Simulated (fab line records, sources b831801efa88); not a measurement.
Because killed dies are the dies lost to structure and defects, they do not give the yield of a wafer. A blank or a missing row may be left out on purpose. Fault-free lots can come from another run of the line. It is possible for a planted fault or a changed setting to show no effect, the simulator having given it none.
Struck lot and sound lot, side by side + flow sky130 + 31 out of 708 route steps
Sound: wafers L912.2, L912.3, L912.4. Struck: wafer L919.2. (L919.1, L919.5 of the same lot were not struck and are left out.) The cause comes at the end.
Per side, at each step with rows, come the tool, then ch with its chambers, and then its first start. Under that, the readings that differ: sound wafers + struck wafers + difference of the means + sigmas: that difference in standard deviations of wafers without a fault.
alike: same words and numbers on both sides, and readings whose means sit less than 2 such deviations apart. not compared: any withheld reading, any reading some wafer has no value for, any bound like >300 that may hide the same value, and any number with overlapping values for which the record gives no deviation.
A row with sigmas, a row that says differs or no value, or rows on one side alone: a step with any of these is where the two part. Non-overlapping numbers with no deviation appear without sigmas and do not part them. A reading missing from all wafers of one side parts the sides only when that side holds two or more wafers.

SKY_LI_CONTACT_OVL_MEAS_13:
  sound on overlay-01 at day 32 11:08; struck on overlay-02 at day 34 06:47
  alike: LI_CONTACT_OVL
then, 1 step without rows for these wafers: SKY_LI_CONTACT_ETCH_14 (etches BARC in N2/H2, stops on SiO2, time 45.9 s, target depth 60 nm).
SKY_LI_CONTACT_ETCH_15: etches PSG in C4F8/O2/Ar, stops on Si, target depth 600 nm.
  sound on rie diel-04 ch 1,2,3, day 32 11:13; struck on rie diel-02 ch 1, day 34 06:52
  alike: oes product au
SKY_LI_CONTACT_STRIP_16: strips in O2/N2.
  sound on plasma asher-02 ch 0,1, day 32 11:17; struck on plasma asher-02 ch 1, day 34 06:56
  alike: drypump motor current A, oes product au, strip time to endpoint s
  not compared: rf hours counter h
then, 2 steps without rows for these wafers: SKY_LI_CONTACT_CLEAN_17 (cleans in NMP, time 600 s); SKY_LI_CONTACT_PRE_CLEAN_18 (time 5.6 s).
SKY_LI_CONTACT_SPUTTER_19: material Ti, target thk 20 nm, time 106.37 s.
  sound on pvd sputter-02 at day 32 11:35; struck on pvd sputter-01 at day 34 07:26
  alike: throttle valve pct
then, 2 steps without rows for these wafers: SKY_LI_CONTACT_SPUTTER_20 (material TiN, target thk 20 nm, time 80 s); SKY_LI_CONTACT_CVD_21 (deposits W, target thk 400 nm, time 120.56 s).
SKY_LI_CONTACT_RS_MEAS_22: uses a four-point probe to measure.
  sound on film metro-04 at day 32 11:52; struck on film metro-04 at day 34 07:43
  alike: LI_CONTACT_W_RS
SKY_LI_CONTACT_THK_MEAS_23: measures by xrf.
  sound on film metro-04 at day 32 11:59; struck on film metro-04 at day 34 07:50
  alike: LI_CONTACT_W_THK
SKY_LI_CONTACT_CMP_24: polishes, stops on PSG, t overpolish 20 s, target thk 0 nm.
  sound on cmp-02 ch 1,2,3, day 32 12:05; struck on cmp-01 ch 0, day 34 07:53
  alike: motor current A, overpolish run s, time to endpoint s
SKY_LOCAL_INTERCONNECT_SPUTTER_00: material TiN, target thk 100 nm, time 83.3 s.
  sound on pvd sputter-03 at day 32 12:20; struck on pvd sputter-02 at day 34 08:11
| reading                                                | sound             | struck | difference | sigmas |
|--------------------------------------------------------|-------------------|--------|------------|--------|
| model.TiN_of_LOCAL_INTERCONNECT_SPUTTER_00.thk nm (nm) | 100.9 102.9 101.8 | 45.13  | -56.74     |        |
  alike: throttle valve pct
SKY_LOCAL_INTERCONNECT_RS_MEAS_01: uses a four-point probe to measure.
  sound on film metro-03 at day 32 12:25; struck on film metro-03 at day 34 08:15
| reading                            | sound             | struck | difference | sigmas      |
|------------------------------------|-------------------|--------|------------|-------------|
| LOCAL_INTERCONNECT_TIN_RS (ohm/sq) | 14.00 13.74 13.91 | 33.10  | +19.22     | +99 or more |
SKY_LOCAL_INTERCONNECT_THK_MEAS_02: measures by xrf.
  sound on film metro-03 at day 32 12:31; struck on film metro-03 at day 34 08:22
| reading                         | sound             | struck | difference | sigmas |
|---------------------------------|-------------------|--------|------------|--------|
| LOCAL_INTERCONNECT_TIN_THK (nm) | 100.8 103.2 101.9 | 45.2   | -56.8      | -47    |
then, 8 steps without rows for these wafers: SKY_LOCAL_INTERCONNECT_DEHYDRATE_03 (time 60 s); SKY_LOCAL_INTERCONNECT_HMDS_04 (prime time 60 s); SKY_LOCAL_INTERCONNECT_COAT_05 (resist thk 60 nm); SKY_LOCAL_INTERCONNECT_COAT_06 (resist thk 450 nm); SKY_LOCAL_INTERCONNECT_SOFTBAKE_07 (time 90 s); SKY_LOCAL_INTERCONNECT_EXPOSE_08 (exposes mask LI1M, target cd 170 nm); SKY_LOCAL_INTERCONNECT_PEB_09; SKY_LOCAL_INTERCONNECT_DEVELOP_10 (develop time 60 s).
SKY_LOCAL_INTERCONNECT_CD_MEAS_11 targets a cd of 170 nm.
  sound on cd sem-01 at day 33 15:20; struck on cd sem-01 at day 35 11:13
  alike: cd nm
SKY_LOCAL_INTERCONNECT_OVL_MEAS_12:
  sound on overlay-02 at day 33 15:27; struck on overlay-01 at day 35 11:20
  alike: LOCAL_INTERCONNECT_OVL
then, 1 step without rows for these wafers: SKY_LOCAL_INTERCONNECT_ETCH_13 (etches BARC in N2/H2, stops on SiO2, time 45.9 s, target depth 60 nm).
SKY_LOCAL_INTERCONNECT_METAL_ETCH_14: etches TiN in Cl2/BCl3, stops on PSG, target depth 110 nm, time 31.4 s.
  sound on rie metal-04 ch 0,1, day 33 15:32; struck on rie metal-02 ch 0, day 35 11:29
| reading                | sound                | struck | difference | sigmas |
|------------------------|----------------------|--------|------------|--------|
| oes product au (a.u.)  | 0.942 0.959 0.950    | 0.637  | -0.313     | -43    |
| throttle valve pct (%) | 21.903 21.882 21.913 | 22.099 | +0.200     | +20    |
  alike: bcl3 flow sccm, drypump motor current A
  not compared: rf hours counter h
SKY_LOCAL_INTERCONNECT_STRIP_15: strips in O2/N2.
  sound on plasma asher-04 ch 0,1, day 33 15:35; struck on plasma asher-04 ch 0, day 35 11:35
  alike: drypump motor current A, oes product au, strip time to endpoint s
  not compared: rf hours counter h
SKY_LOCAL_INTERCONNECT_STRIP_16: strips in post etch residue remover, time 1200 s.
  sound on wet bench-01 ch 2, day 33 15:41; struck on wet bench-02 ch 1, day 35 11:41
| reading                                                | sound             | struck | difference | sigmas |
|--------------------------------------------------------|-------------------|--------|------------|--------|
| model.TiN_of_LOCAL_INTERCONNECT_SPUTTER_00.thk nm (nm) | 100.5 102.5 101.4 | 44.7   | -56.8      |        |
then, 1 step without rows for these wafers: SKY_LOCAL_INTERCONNECT_CLEAN_17 (cleans in IPA, time 180 s).
-- record jumps: 14 days separate the struck wafers' starts on either side; left off in module LOCAL_INTERCONNECT, taken up again in module PAD_OPEN, whose first shown step is the route's number 708 --
SKY_PAD_OPEN_PROBE_99:
  sound on prober-01 at day 48 04:23; struck on prober-01 at day 49 12:09
| reading                        | sound             | struck | difference | sigmas |
|--------------------------------|-------------------|--------|------------|--------|
| model.etest.res li.line ohm um | 74.87 73.48 74.56 | 166.3  | +92.0      |        |
| model.etest.res li.rs ohm sq   | 12.76 12.46 12.63 | 28.51  | +15.89     |        |
| model.etest.mcon chain.rc ohm  | 16.4 16.44 16.8   | 23.95  | +7.40      |        |
  alike: killed_at_M0_to_M3, killed_at_M4_up, killed at contacts, killed at front end, killed at other, killed dies, killed open, killed short

== WHERE THEY PART ==
At SKY_LOCAL_INTERCONNECT_RS_MEAS_01 first; at SKY_LOCAL_INTERCONNECT_METAL_ETCH_14 last (within this record only). Later steps at which nothing parts them and some readings are alike: SKY_LOCAL_INTERCONNECT_STRIP_15, SKY_PAD_OPEN_PROBE_99.

WHY: what had been put in by the simulator
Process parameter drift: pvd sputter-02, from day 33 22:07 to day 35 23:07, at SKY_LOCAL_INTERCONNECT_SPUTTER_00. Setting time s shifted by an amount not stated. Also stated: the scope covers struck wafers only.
